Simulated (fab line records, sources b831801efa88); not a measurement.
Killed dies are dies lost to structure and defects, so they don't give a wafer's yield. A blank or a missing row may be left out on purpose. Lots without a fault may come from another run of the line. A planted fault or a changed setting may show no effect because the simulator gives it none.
A struck lot beside a sound one | flow sky130 | 14 steps out of a route of 708
Sound: wafers L386.1, L386.2, L386.3. Struck: wafers L388.2, L388.4, L388.6. The cause comes at the end.
At each step with rows: each side's tool, then ch and its chambers, then its first start. Under that, the readings that differ: sound wafers | struck wafers | difference of the means | sigmas: that difference in standard deviations of wafers without a fault.
alike: readings whose means differ by less than 2 such deviations, and words and numbers that are the same on both sides. not compared: withheld readings, readings that some wafer has no value for, bounds like >300 that may hide the same value, and numbers for which the record gives no deviation and whose values overlap.
The two part at a step that has a row with sigmas, a row that says differs or no value, or rows on one side only. Numbers that don't overlap but have no deviation are shown without sigmas and don't part them. A reading that every wafer of one side lacks parts them only if that side has two wafers or more.

SKY_LOCAL_INTERCONNECT_THK_MEAS_02: measures by xrf.
  sound on film_metro-03, day 32 06:21; struck on film_metro-04, day 32 16:58
  alike: LOCAL_INTERCONNECT_TIN_THK
then, 8 steps without rows for these wafers: SKY_LOCAL_INTERCONNECT_DEHYDRATE_03 (time 60 s); SKY_LOCAL_INTERCONNECT_HMDS_04 (prime time 60 s); SKY_LOCAL_INTERCONNECT_COAT_05 (resist thk 60 nm); SKY_LOCAL_INTERCONNECT_COAT_06 (resist thk 450 nm); SKY_LOCAL_INTERCONNECT_SOFTBAKE_07 (time 90 s); SKY_LOCAL_INTERCONNECT_EXPOSE_08 (exposes mask LI1M, target cd 170 nm); SKY_LOCAL_INTERCONNECT_PEB_09; SKY_LOCAL_INTERCONNECT_DEVELOP_10 (develop time 60 s).
SKY_LOCAL_INTERCONNECT_CD_MEAS_11: target cd 170 nm.
  sound on cd_sem-01, day 33 08:26; struck on cd_sem-02, day 33 19:54
  reading    | sound             | struck            | difference | sigmas
  cd_nm (nm) | 171.5 171.0 172.3 | 168.4 167.0 165.9 | -4.5       | -2
SKY_LOCAL_INTERCONNECT_OVL_MEAS_12:
  sound on overlay-01, day 33 08:34; struck on overlay-02, day 33 20:01
  alike: LOCAL_INTERCONNECT_OVL
SKY_LOCAL_INTERCONNECT_ETCH_13: etches BARC in N2/H2, stops on SiO2, time 45.9 s, target depth 60 nm.
  sound on rie_metal-04 ch 0, day 33 08:36; struck on rie_metal-03 ch 1, day 33 20:02
  reading                     | sound       | struck      | difference | sigmas
  drypump_motor_current_A (A) | 6.8 6.8 6.8 | 5.5 5.5 5.5 | -1.3       | -3
  alike: bias_w, chamber_pressure_mTorr, oes_product_au, rf_fwd_power_W, throttle_valve_pct
  not compared: rf_hours_counter_h
SKY_LOCAL_INTERCONNECT_METAL_ETCH_14: etches TiN in Cl2/BCl3, stops on PSG, target depth 110 nm, time 31.4 s.
  sound on rie_metal-04 ch 0, day 33 08:43; struck on rie_metal-03 ch 1, day 33 20:06
  reading                                                   | sound             | struck            | difference | sigmas
  bias_w (W)                                                | 48.60 48.54 48.46 | 65.24 65.30 65.26 | +16.73     | +99 or more
  drypump_motor_current_A (A)                               | 6.8 6.8 6.8       | 5.5 5.5 5.5       | -1.3       | -3
  rf_fwd_power_W (W)                                        | 883 880 884       | 893 891 892       | +10        | +3
  model.KrF-thick_of_LOCAL_INTERCONNECT_COAT_06.thk_nm (nm) | 351.6 350.6 351.7 | 345.7 345.7 343.8 | -6.2       |
  model.LOCAL_INTERCONNECT.feature_depth_nm (nm)            | 101.1 101.2 100.5 | 104.1 102.9 104.2 | +2.8       |
  alike: chamber_pressure_mTorr, oes_product_au, throttle_valve_pct
  not compared: rf_hours_counter_h
SKY_LOCAL_INTERCONNECT_STRIP_15: strips in O2/N2.
  sound on plasma_asher-04 ch 0,1, day 33 08:50; struck on plasma_asher-04 ch 0, day 33 20:09
  reading                      | sound             | struck            | difference | sigmas
  strip_time_to_endpoint_s (s) | 4.741 4.750 4.754 | 4.687 4.686 4.675 | -0.066     | -3
  alike: chamber_pressure_mTorr, drypump_motor_current_A, oes_product_au
  not compared: rf_hours_counter_h

WHERE THEY PART
First at SKY_LOCAL_INTERCONNECT_CD_MEAS_11; last, within this record, at SKY_LOCAL_INTERCONNECT_STRIP_15.

WHY: what the simulator had put in
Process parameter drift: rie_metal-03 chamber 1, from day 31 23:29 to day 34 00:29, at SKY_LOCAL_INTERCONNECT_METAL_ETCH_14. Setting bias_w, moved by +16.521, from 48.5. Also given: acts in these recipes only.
